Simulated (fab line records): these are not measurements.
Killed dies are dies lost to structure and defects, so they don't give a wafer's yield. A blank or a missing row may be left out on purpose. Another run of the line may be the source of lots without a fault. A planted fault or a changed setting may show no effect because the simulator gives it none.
The tool behind it: which one?	flow gf180mcu	36 wafers from 12 lots sampled at 3 of the route's 602 steps

## WHAT THE GAUGES SHOWED, per wafer
GF_V3_THK_MEAS_03.
lot	measured	on	V3_CVD_02_THK (nm)
L104	day 21 14:43	film metro-03	816 824 836
L105	day 22 03:12	film metro-02	828 851 857
L106	day 22 11:43	film metro-01	838 860 853
L107	day 22 19:58	film metro-02	833 829 838
L109	day 23 14:52	film metro-02	855 844 861
L112	day 24 18:24	film metro-03	842 857 859
L115	day 25 14:08	film metro-03	838 840 849
L116	day 26 00:38	film metro-02	835 852 829
L121	day 27 12:44	film metro-02	853 843 854
L123	day 28 01:47	film metro-01	830 839 843
L125	day 28 12:41	film metro-03	826 852 844
L126	day 28 23:17	film metro-01	851 841 871

GF_V3_BOW_MEAS_05.
lot	measured	on	V3_BOW (um)
L104	day 21 15:05	film metro-02	119 126 124
L105	day 22 03:34	film metro-03	110 102 113
L106	day 22 12:05	film metro-02	115 111 101
L107	day 22 20:20	film metro-02	124 119 123
L109	day 23 15:13	film metro-03	118 118 120
L112	day 24 18:46	film metro-01	108 118 119
L115	day 25 14:29	film metro-02	106 105 103
L116	day 26 01:01	film metro-03	108 117 116
L121	day 27 13:06	film metro-01	134 141 136
L123	day 28 02:09	film metro-02	113 113 115
L125	day 28 13:04	film metro-02	106 126 117
L126	day 28 23:39	film metro-01	128 129 127

## WHICH TOOL RAN EACH LOT (tool, then ch and the chambers of the sampled wafers, then the start)
lot	GF_M3_SPUTTER_00
L104	pvd sputter-04, day 20 13:37
L105	pvd sputter-02, day 21 02:19
L106	pvd sputter-02, day 21 11:32
L107	pvd sputter-02, day 21 19:25
L109	pvd sputter-02, day 22 15:04
L112	pvd sputter-03, day 23 19:10
L115	pvd sputter-04, day 24 15:43
L116	pvd sputter-04, day 25 02:05
L121	pvd sputter-04, day 26 15:18
L123	pvd sputter-04, day 27 04:22
L125	pvd sputter-03, day 27 16:18
L126	pvd sputter-04, day 28 03:19
- GF_M3_SPUTTER_00: material Ti, target thk 37.5 nm, time 150 s.

## WHAT THE TOOLS THEMSELVES READ (means of the sampled wafers that have a number; where no wafer has one, the mark that the record gives instead)
GF_M3_SPUTTER_00.
lot	tool	throttle valve pct (%)
L104	pvd sputter-04	30.7
L105	pvd sputter-02	29.2
L106	pvd sputter-02	29.8
L107	pvd sputter-02	29.6
L109	pvd sputter-02	28.4
L112	pvd sputter-03	30.1
L115	pvd sputter-04	30.2
L116	pvd sputter-04	29.8
L121	pvd sputter-04	29.6
L123	pvd sputter-04	29.9
L125	pvd sputter-03	30.8
L126	pvd sputter-04	29.8

## THE ANSWER, worked out from the rows above alone
Rule: the lots themselves supply what counts as usual. Put in order of their means at a reading, lots are off if they are a third of the lots or fewer, leave a main group of 4 or more, and stand apart from it by a gap of 3 or more times the standard deviation of the main group's means; of several such gaps the widest counts. A main group whose means are all the same, to the digits that the tables above print for the reading, isn't used. A lot without any number at a reading at which 4 lots or more have one is off too. The other lots that the step has rows for count as sound. Order of review: gauges by route order, followed by the tools' own readings, for which a lot's mean as printed above is used. At the first step where some lot is off, the reading lying furthest off is the one used; lots without a number count as furthest.
No lot is off on any of the readings shown, so nothing can be concluded from this.

## WHAT WAS PUT IN BY THE SIMULATOR
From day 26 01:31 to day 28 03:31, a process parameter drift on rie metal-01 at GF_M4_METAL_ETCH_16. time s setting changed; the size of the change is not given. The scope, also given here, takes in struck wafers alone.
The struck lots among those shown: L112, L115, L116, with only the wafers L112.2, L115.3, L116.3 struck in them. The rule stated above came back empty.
